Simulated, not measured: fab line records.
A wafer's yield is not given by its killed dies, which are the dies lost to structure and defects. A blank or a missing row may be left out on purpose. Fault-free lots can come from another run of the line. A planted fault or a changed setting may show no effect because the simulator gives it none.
Shared-tool check | flow sky130 | 10 lots, 30 wafers sampled

## WHY THIS WAS OPENED
Of 10 lots, 2 have the reading CAPM_TIN_RS flagged at SKY_CAPM_RS_MEAS_03. Fault-free wafers read 6.91 ohm/sq, with a standard deviation of 0.083.
Rule: a lot is flagged in two cases, either no wafer of it has a number, or all its wafers with numbers fall more than 4 standard deviations from that mean. The rest of the lots are taken to be sound.

lot  | measured     | on            | CAPM_TIN_RS (ohm/sq), wafer by wafer | flag
L943 | day 36 22:10 | film_metro-01 | 7.00 6.98 6.93                       |
L947 | day 38 12:41 | film_metro-03 | 6.97 6.82 6.99                       |
L946 | day 38 14:58 | film_metro-02 | 6.88 6.83 6.96                       |
L948 | day 38 19:22 | film_metro-01 | 6.83 6.80 6.84                       |
L949 | day 38 20:54 | film_metro-02 | 6.82 6.86 6.81                       |
L951 | day 39 09:38 | film_metro-03 | 6.96 6.96 6.87                       |
L952 | day 39 19:19 | film_metro-02 | 6.90 7.03 6.94                       |
L954 | day 40 08:14 | film_metro-03 | 6.87 6.94 6.93                       |
L964 | day 43 03:20 | film_metro-01 | 8.91 8.98 8.88                       | FLAGGED
L965 | day 43 08:22 | film_metro-03 | 9.07 9.01 9.03                       | FLAGGED
The numbers of the flagged lots are 8.98 ohm/sq on average: +2.07 ohm/sq against the usual, or +25 standard deviations.

## EACH LOT AND THE TOOL IT RAN ON
Before the reading, the record contains 3 process steps out of a 708-step route. Each cell gives the tool, then ch followed by the chambers the sampled wafers passed through, then the start.
lot  | flag    | SKY_METAL2_SPUTTER_01        | SKY_VIA2_CVD_21               | SKY_CAPM_SPUTTER_02
L943 |         | pvd_sputter-02, day 34 14:08 | cvd_w-01 ch 0,1, day 36 21:13 | pvd_sputter-03, day 36 22:04
L947 |         | pvd_sputter-02, day 36 06:17 | cvd_w-01 ch 0,1, day 38 11:43 | pvd_sputter-04, day 38 12:34
L946 |         | pvd_sputter-01, day 36 07:34 | cvd_w-01 ch 0,1, day 38 14:01 | pvd_sputter-01, day 38 14:49
L948 |         | pvd_sputter-03, day 36 12:53 | cvd_w-02 ch 0, day 38 18:19   | pvd_sputter-01, day 38 19:14
L949 |         | pvd_sputter-03, day 36 14:28 | cvd_w-02 ch 0, day 38 19:49   | pvd_sputter-04, day 38 20:47
L951 |         | pvd_sputter-03, day 37 03:08 | cvd_w-02 ch 0, day 39 08:33   | pvd_sputter-01, day 39 09:32
L952 |         | pvd_sputter-01, day 37 13:02 | cvd_w-02 ch 0,1, day 39 18:20 | pvd_sputter-01, day 39 19:12
L954 |         | pvd_sputter-02, day 38 02:12 | cvd_w-01 ch 0,1, day 40 07:17 | pvd_sputter-01, day 40 08:05
L964 | FLAGGED | pvd_sputter-01, day 40 23:44 | cvd_w-01 ch 0,1, day 43 01:53 | pvd_sputter-04, day 43 03:13
L965 | FLAGGED | pvd_sputter-03, day 41 04:55 | cvd_w-02 ch 0,1, day 43 07:24 | pvd_sputter-04, day 43 08:13
These steps, and what they do:
- SKY_METAL2_SPUTTER_01: material TiN, target thk 20 nm, time 16.7 s.
- SKY_VIA2_CVD_21: deposits W, target thk 420 nm, time 126.4 s.
- SKY_CAPM_SPUTTER_02: material TiN, target thk 200 nm, time 166.7 s.
- SKY_CAPM_RS_MEAS_03: measures by four-point-probe.

## FLAGGED OVER TOTAL, TOOL BY TOOL (the gauges that took the reading come last)
step                  | tool           | lots run | flagged | share of the flagged lots | sound lots run after its first flagged lot
SKY_METAL2_SPUTTER_01 | pvd_sputter-01 | 3        | 1       | some                      | 0
SKY_METAL2_SPUTTER_01 | pvd_sputter-02 | 3        | 0       | none                      | -
SKY_METAL2_SPUTTER_01 | pvd_sputter-03 | 4        | 1       | some                      | 0
SKY_VIA2_CVD_21       | cvd_w-01       | 5        | 1       | some                      | 0
SKY_VIA2_CVD_21       | cvd_w-02       | 5        | 1       | some                      | 0
SKY_CAPM_SPUTTER_02   | pvd_sputter-01 | 5        | 0       | none                      | -
SKY_CAPM_SPUTTER_02   | pvd_sputter-03 | 1        | 0       | none                      | -
SKY_CAPM_SPUTTER_02   | pvd_sputter-04 | 4        | 2       | all                       | 0
SKY_CAPM_RS_MEAS_03   | film_metro-01  | 3        | 1       | some                      | 0
SKY_CAPM_RS_MEAS_03   | film_metro-02  | 3        | 0       | none                      | -
SKY_CAPM_RS_MEAS_03   | film_metro-03  | 4        | 1       | some                      | 0

## WHAT IS ALLOWED BY THE TABLE
All flagged lots share 1 row of the table, namely pvd_sputter-04 at SKY_CAPM_SPUTTER_02.
- pvd_sputter-04 at SKY_CAPM_SPUTTER_02 ran 4 lots, 2 of them flagged. Last sound lot L949 at day 38 20:47, first flagged lot L964 at day 43 03:13; a fault beginning in between fits.
What remains is a single tool, pvd_sputter-04 at SKY_CAPM_SPUTTER_02.

## WHAT WAS PUT IN BY THE SIMULATOR
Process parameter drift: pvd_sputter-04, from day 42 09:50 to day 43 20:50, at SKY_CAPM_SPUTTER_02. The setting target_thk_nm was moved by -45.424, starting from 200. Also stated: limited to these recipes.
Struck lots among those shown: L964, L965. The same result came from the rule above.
